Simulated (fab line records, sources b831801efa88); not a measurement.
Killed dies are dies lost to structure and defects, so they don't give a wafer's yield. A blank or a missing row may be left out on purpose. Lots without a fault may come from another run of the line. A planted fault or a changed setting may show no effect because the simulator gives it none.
Which tool did it? | flow sky130 | 24 lots, 72 wafers sampled, at 6 steps of a route of 708

WHAT THE GAUGES READ, wafer by wafer
SKY_VIA3_RS_MEAS_22: measures by four-point-probe.
lot  | measured     | on            | VIA3_W_RS (ohm/sq)
L075 | day 39 20:23 | film_metro-01 | 0.2957 0.2940 0.2946
L074 | day 39 23:19 | film_metro-03 | 0.2919 0.2922 0.2907
L076 | day 40 08:58 | film_metro-03 | 0.2949 0.2946 0.2943
L077 | day 40 15:35 | film_metro-02 | 0.2933 0.2940 0.2919
L078 | day 41 19:38 | film_metro-03 | 0.2958 0.2932 0.2924
L079 | day 41 20:48 | film_metro-01 | 0.2955 0.2973 0.2992
L081 | day 41 20:41 | film_metro-03 | 0.2921 0.2913 0.2897
L080 | day 41 22:12 | film_metro-03 | 0.2911 0.2952 0.2926
L082 | day 42 02:25 | film_metro-02 | 0.2922 0.2933 0.2946
L083 | day 42 10:22 | film_metro-01 | 0.2921 0.2927 0.2935
L084 | day 42 18:25 | film_metro-02 | 0.2918 0.2907 0.2915
L085 | day 42 23:53 | film_metro-02 | 0.2942 0.2958 0.2963
L086 | day 43 05:45 | film_metro-02 | 0.2928 0.2941 0.2961
L087 | day 43 18:13 | film_metro-02 | 0.2949 0.2929 0.2963
L088 | day 43 23:14 | film_metro-01 | 0.2961 0.2942 0.2953
L089 | day 44 02:53 | film_metro-01 | 0.2923 0.2930 0.2958
L090 | day 44 07:59 | film_metro-02 | 0.2965 0.2971 0.2930
L091 | day 44 08:26 | film_metro-01 | 0.2960 0.2950 0.2971
L092 | day 44 13:01 | film_metro-01 | 0.2884 0.2942 0.2925
L094 | day 45 09:41 | film_metro-01 | 0.2886 0.2933 0.2939
L093 | day 45 11:25 | film_metro-01 | 0.2962 0.2898 0.2916
L095 | day 45 13:11 | film_metro-02 | 0.2900 0.2952 0.2950
L096 | day 45 20:43 | film_metro-03 | 0.2945 0.2917 0.2906
L097 | day 46 00:40 | film_metro-02 | 0.2936 0.2959 0.2921

SKY_PASSIVATION_THK_MEAS_03.
lot  | measured     | on            | PASSIVATION_CVD_02_THK (nm)
L075 | day 43 23:43 | film_metro-03 | 543 552 545
L074 | day 44 04:23 | film_metro-02 | 539 530 535
L076 | day 44 18:15 | film_metro-01 | 542 532 538
L077 | day 44 19:11 | film_metro-02 | 535 541 547
L078 | day 45 18:57 | film_metro-01 | 536 543 541
L079 | day 45 21:43 | film_metro-03 | 530 536 537
L081 | day 45 20:32 | film_metro-03 | 529 539 535
L080 | day 45 22:04 | film_metro-03 | 539 546 543
L082 | day 46 01:07 | film_metro-01 | 532 532 542
L083 | day 46 06:07 | film_metro-03 | 528 538 540
L084 | day 46 13:53 | film_metro-02 | 537 533 541
L085 | day 46 20:39 | film_metro-02 | 545 550 547
L086 | day 47 00:22 | film_metro-01 | 531 534 539
L087 | day 47 17:42 | film_metro-03 | 546 545 544
L088 | day 47 17:52 | film_metro-03 | 534 540 546
L089 | day 47 19:12 | film_metro-02 | 537 550 556
L090 | day 47 22:20 | film_metro-01 | 534 538 535
L091 | day 48 00:27 | film_metro-01 | 533 536 541
L092 | day 48 02:08 | film_metro-03 | 540 554 549
L094 | day 48 20:38 | film_metro-02 | 534 541 540
L093 | day 48 22:00 | film_metro-03 | 537 526 538
L095 | day 48 23:21 | film_metro-01 | 547 551 555
L096 | day 49 10:47 | film_metro-01 | 533 539 540
L097 | day 49 13:37 | film_metro-01 | 541 526 541

WHICH TOOL RAN EACH LOT (tool, then ch and the chambers of the sampled wafers, then the start)
lot  | SKY_VIA1_CMP_02               | SKY_VIA2_ETCH_14                   | SKY_VIA2_ETCH_15                   | SKY_VIA3_CMP_02
L075 | cmp-02 ch 2,3, day 33 01:08   | rie_diel-03 ch 1,2,3, day 36 11:11 | rie_diel-03 ch 1,2,3, day 36 11:14 | cmp-02 ch 0,2, day 38 18:07
L074 | cmp-01 ch 0,1,3, day 33 02:47 | rie_diel-01 ch 2,3, day 36 13:41   | rie_diel-01 ch 2,3, day 36 13:43   | cmp-02 ch 1,2, day 38 20:33
L076 | cmp-01 ch 0,1,3, day 33 15:13 | rie_diel-03 ch 0,2,3, day 37 00:17 | rie_diel-03 ch 0,2,3, day 37 00:19 | cmp-02 ch 0,1,3, day 39 07:12
L077 | cmp-01 ch 1,2,3, day 33 21:12 | rie_diel-03 ch 1,3, day 37 07:11   | rie_diel-03 ch 1,3, day 37 07:13   | cmp-01 ch 1,2,3, day 39 13:56
L078 | cmp-02 ch 1,2, day 35 01:59   | rie_diel-01 ch 1,2,3, day 38 12:17 | rie_diel-01 ch 1,2,3, day 38 12:20 | cmp-01 ch 1,2, day 40 17:36
L079 | cmp-01 ch 1,2,3, day 35 04:06 | rie_diel-03 ch 1,3, day 38 14:10   | rie_diel-03 ch 1,3, day 38 14:12   | cmp-01 ch 0,3, day 40 18:58
L081 | cmp-01 ch 1,2,3, day 35 05:16 | rie_diel-01 ch 0,2, day 38 14:17   | rie_diel-01 ch 0,2, day 38 14:19   | cmp-02 ch 0,1, day 40 19:14
L080 | cmp-01 ch 0,1, day 35 06:46   | rie_diel-03 ch 0,3, day 38 15:29   | rie_diel-03 ch 0,3, day 38 15:32   | cmp-02 ch 0,1, day 40 20:01
L082 | cmp-02 ch 0,1,2, day 35 12:13 | rie_diel-03 ch 0,1, day 38 20:40   | rie_diel-03 ch 0,1, day 38 20:42   | cmp-02 ch 0,1,2, day 41 01:07
L083 | cmp-01 ch 1,2,3, day 35 21:24 | rie_diel-04 ch 1,2, day 39 05:10   | rie_diel-04 ch 1,2, day 39 05:12   | cmp-02 ch 2,3, day 41 09:19
L084 | cmp-01 ch 1,2,3, day 36 05:23 | rie_diel-01 ch 2,3, day 39 13:08   | rie_diel-01 ch 2,3, day 39 13:11   | cmp-02 ch 0,1, day 41 16:53
L085 | cmp-02 ch 1,2, day 36 11:47   | rie_diel-03 ch 0,1,2, day 39 19:41 | rie_diel-03 ch 0,1,2, day 39 19:43 | cmp-01 ch 0,1,2, day 41 23:44
L086 | cmp-02 ch 1,2, day 36 19:40   | rie_diel-01 ch 0,1, day 40 02:17   | rie_diel-01 ch 0,1, day 40 02:22   | cmp-02 ch 1,2, day 42 05:54
L087 | cmp-01 ch 0,2,3, day 37 06:58 | rie_diel-04 ch 1,2,3, day 40 14:05 | rie_diel-04 ch 1,2,3, day 40 14:08 | cmp-02 ch 0,1,3, day 42 17:56
L088 | cmp-02 ch 1,2,3, day 37 10:59 | rie_diel-03 ch 0,2, day 40 18:31   | rie_diel-03 ch 0,2, day 40 18:33   | cmp-02 ch 0,1, day 42 22:42
L089 | cmp-02 ch 1,2, day 37 16:37   | rie_diel-03 ch 0,2,3, day 40 22:25 | rie_diel-03 ch 0,2,3, day 40 22:27 | cmp-02 ch 1,3, day 43 02:29
L090 | cmp-02 ch 0,1, day 38 00:20   | rie_diel-04 ch 0,1,2, day 41 06:19 | rie_diel-04 ch 0,1,2, day 41 06:21 | cmp-01 ch 0,1,2, day 43 08:23
L091 | cmp-01 ch 0,2,3, day 38 01:35 | rie_diel-03 ch 0,1,3, day 41 07:11 | rie_diel-03 ch 0,1,3, day 41 07:14 | cmp-01 ch 1,2,3, day 43 09:14
L092 | cmp-01 ch 0,2,3, day 38 06:20 | rie_diel-04 ch 2,3, day 41 11:14   | rie_diel-04 ch 2,3, day 41 11:17   | cmp-01 ch 0,3, day 43 13:50
L094 | cmp-02 ch 0,3, day 39 06:03   | rie_diel-01 ch 0,1,3, day 42 10:23 | rie_diel-01 ch 0,1,3, day 42 10:26 | cmp-02 ch 0,1,3, day 44 11:00
L093 | cmp-02 ch 1,2, day 39 06:54   | rie_diel-04 ch 1,3, day 42 11:20   | rie_diel-04 ch 1,3, day 42 11:23   | cmp-01 ch 0,2, day 44 11:48
L095 | cmp-02 ch 0,2,3, day 39 10:33 | rie_diel-04 ch 0,1, day 42 13:47   | rie_diel-04 ch 0,1, day 42 13:49   | cmp-02 ch 1,2, day 44 14:10
L096 | cmp-02 ch 1,2,3, day 39 15:31 | rie_diel-04 ch 0,2,3, day 42 19:53 | rie_diel-04 ch 0,2,3, day 42 19:55 | cmp-01 ch 1,2,3, day 44 21:50
L097 | cmp-01 ch 0,1, day 39 22:44   | rie_diel-03 ch 0,1,2, day 43 01:35 | rie_diel-03 ch 0,1,2, day 43 01:37 | cmp-01 ch 1,2,3, day 45 01:18
- SKY_VIA1_CMP_02: polishes SiO2.
- SKY_VIA2_ETCH_14: etches BARC in N2/H2, stops on SiO2, time 45.9 s, target depth 60 nm.
- SKY_VIA2_ETCH_15: etches SiO2 in C4F8/O2/Ar, stops on TiN, target depth 546 nm, time 84 s.
- SKY_VIA3_CMP_02: polishes SiO2.

WHAT THE TOOLS THEMSELVES READ (means of the sampled wafers that have a number; where no wafer has one, the mark that the record gives instead)
SKY_VIA1_CMP_02.
lot  | tool   | motor_current_A (A) | slurry_flow_ml_min
L075 | cmp-02 | 12.2                | 150.4
L074 | cmp-01 | 11.9                | 149.9
L076 | cmp-01 | 11.8                | 149.9
L077 | cmp-01 | 11.4                | 149.5
L078 | cmp-02 | 13.0                | 149.9
L079 | cmp-01 | 11.2                | 150.0
L081 | cmp-01 | 11.0                | 149.7
L080 | cmp-01 | 11.5                | 150.5
L082 | cmp-02 | 12.2                | 149.8
L083 | cmp-01 | 11.2                | 150.1
L084 | cmp-01 | 11.4                | 150.1
L085 | cmp-02 | 13.2                | 149.2
L086 | cmp-02 | 12.5                | 149.6
L087 | cmp-01 | 11.9                | 149.9
L088 | cmp-02 | 12.5                | 150.0
L089 | cmp-02 | 12.8                | 149.4
L090 | cmp-02 | 12.1                | 149.8
L091 | cmp-01 | 12.2                | 150.0
L092 | cmp-01 | 11.9                | 149.9
L094 | cmp-02 | 11.6                | 150.0
L093 | cmp-02 | 13.1                | 150.0
L095 | cmp-02 | 11.9                | 149.8
L096 | cmp-02 | 12.4                | 149.7
L097 | cmp-01 | 12.0                | 149.9

SKY_VIA2_ETCH_14.
lot  | tool        | drypump_motor_current_A (A) | n2_flow_sccm (sccm) | oes_product_au (a.u.) | throttle_valve_pct (%)
L075 | rie_diel-03 | 5.6                         | 100.15              | 0.852                 | 13.219
L074 | rie_diel-01 | 5.4                         | 99.73               | 0.855                 | 13.228
L076 | rie_diel-03 | 5.7                         | 100.20              | 0.852                 | 13.231
L077 | rie_diel-03 | 5.3                         | 100.07              | 0.859                 | 13.225
L078 | rie_diel-01 | 5.7                         | 100.12              | 0.857                 | 13.228
L079 | rie_diel-03 | 5.0                         | 99.92               | 0.858                 | 13.237
L081 | rie_diel-01 | 5.8                         | 100.07              | 0.848                 | 13.223
L080 | rie_diel-03 | 5.1                         | 99.96               | 0.853                 | 13.232
L082 | rie_diel-03 | 5.7                         | 99.87               | 0.861                 | 13.232
L083 | rie_diel-04 | 5.7                         | 100.04              | 0.864                 | 13.225
L084 | rie_diel-01 | 5.3                         | 99.92               | 0.854                 | 13.212
L085 | rie_diel-03 | 6.0                         | 99.87               | 0.848                 | 13.219
L086 | rie_diel-01 | 6.4                         | 99.79               | 0.853                 | 13.217
L087 | rie_diel-04 | 5.9                         | 100.24              | 0.852                 | 13.227
L088 | rie_diel-03 | 6.1                         | 99.70               | 0.854                 | 13.214
L089 | rie_diel-03 | 5.7                         | 100.34              | 0.857                 | 13.228
L090 | rie_diel-04 | 5.5                         | 99.84               | 0.858                 | 13.231
L091 | rie_diel-03 | 5.3                         | 100.08              | 0.860                 | 13.227
L092 | rie_diel-04 | 6.1                         | 99.91               | 0.847                 | 13.227
L094 | rie_diel-01 | 6.1                         | 100.02              | 0.855                 | 13.228
L093 | rie_diel-04 | 6.1                         | 99.91               | 0.859                 | 13.222
L095 | rie_diel-04 | 5.8                         | 99.70               | 0.858                 | 13.227
L096 | rie_diel-04 | 5.7                         | 100.05              | 0.854                 | 13.220
L097 | rie_diel-03 | 5.9                         | 100.09              | 0.855                 | 13.222

SKY_VIA2_ETCH_15.
lot  | tool        | oes_product_au (a.u.)
L075 | rie_diel-03 | 0.941
L074 | rie_diel-01 | 0.939
L076 | rie_diel-03 | 0.937
L077 | rie_diel-03 | 0.934
L078 | rie_diel-01 | 0.938
L079 | rie_diel-03 | 0.934
L081 | rie_diel-01 | 0.934
L080 | rie_diel-03 | 0.939
L082 | rie_diel-03 | 0.940
L083 | rie_diel-04 | 0.934
L084 | rie_diel-01 | 0.938
L085 | rie_diel-03 | 0.938
L086 | rie_diel-01 | 0.940
L087 | rie_diel-04 | 0.937
L088 | rie_diel-03 | 0.939
L089 | rie_diel-03 | 0.937
L090 | rie_diel-04 | 0.938
L091 | rie_diel-03 | 0.936
L092 | rie_diel-04 | 0.940
L094 | rie_diel-01 | 0.938
L093 | rie_diel-04 | 0.942
L095 | rie_diel-04 | 0.938
L096 | rie_diel-04 | 0.941
L097 | rie_diel-03 | 0.941

SKY_VIA3_CMP_02.
lot  | tool   | motor_current_A (A) | slurry_flow_ml_min
L075 | cmp-02 | 11.9                | 150.4
L074 | cmp-02 | 12.3                | 149.8
L076 | cmp-02 | 11.9                | 150.1
L077 | cmp-01 | 10.9                | 149.8
L078 | cmp-01 | 11.0                | 149.8
L079 | cmp-01 | 12.1                | 150.8
L081 | cmp-02 | 13.1                | 150.1
L080 | cmp-02 | 12.8                | 149.7
L082 | cmp-02 | 12.3                | 149.7
L083 | cmp-02 | 12.0                | 149.8
L084 | cmp-02 | 12.1                | 150.1
L085 | cmp-01 | 11.5                | 149.7
L086 | cmp-02 | 12.5                | 150.1
L087 | cmp-02 | 12.4                | 149.9
L088 | cmp-02 | 12.5                | 150.1
L089 | cmp-02 | 12.5                | 149.7
L090 | cmp-01 | 11.7                | 149.6
L091 | cmp-01 | 11.2                | 150.3
L092 | cmp-01 | 12.1                | 150.1
L094 | cmp-02 | 12.3                | 149.9
L093 | cmp-01 | 12.2                | 150.2
L095 | cmp-02 | 12.8                | 150.2
L096 | cmp-01 | 11.1                | 149.7
L097 | cmp-01 | 10.8                | 150.2

THE ANSWER, worked out from the rows above alone
Rule: what is usual is taken from the lots themselves. Put in order of their means at a reading, lots are off if they are a third of the lots or fewer, leave a main group of 4 or more, and stand apart from it by a gap of 3 or more times the standard deviation of the main group's means; of several such gaps the widest counts. A main group whose means are all the same, to the digits that the tables above print for the reading, isn't used. A lot without any number at a reading at which 4 lots or more have one is off too. The other lots that the step has rows for count as sound. The gauges are gone through in route order, then the tools' own readings, and for those a lot's mean is taken as printed above. The first step at which some lot is off is used, and at that step the reading that is off furthest; a lot without a number counts as furthest.
No lot is off at any reading shown: from this, nothing can be told.

WHAT THE SIMULATOR HAD PUT IN
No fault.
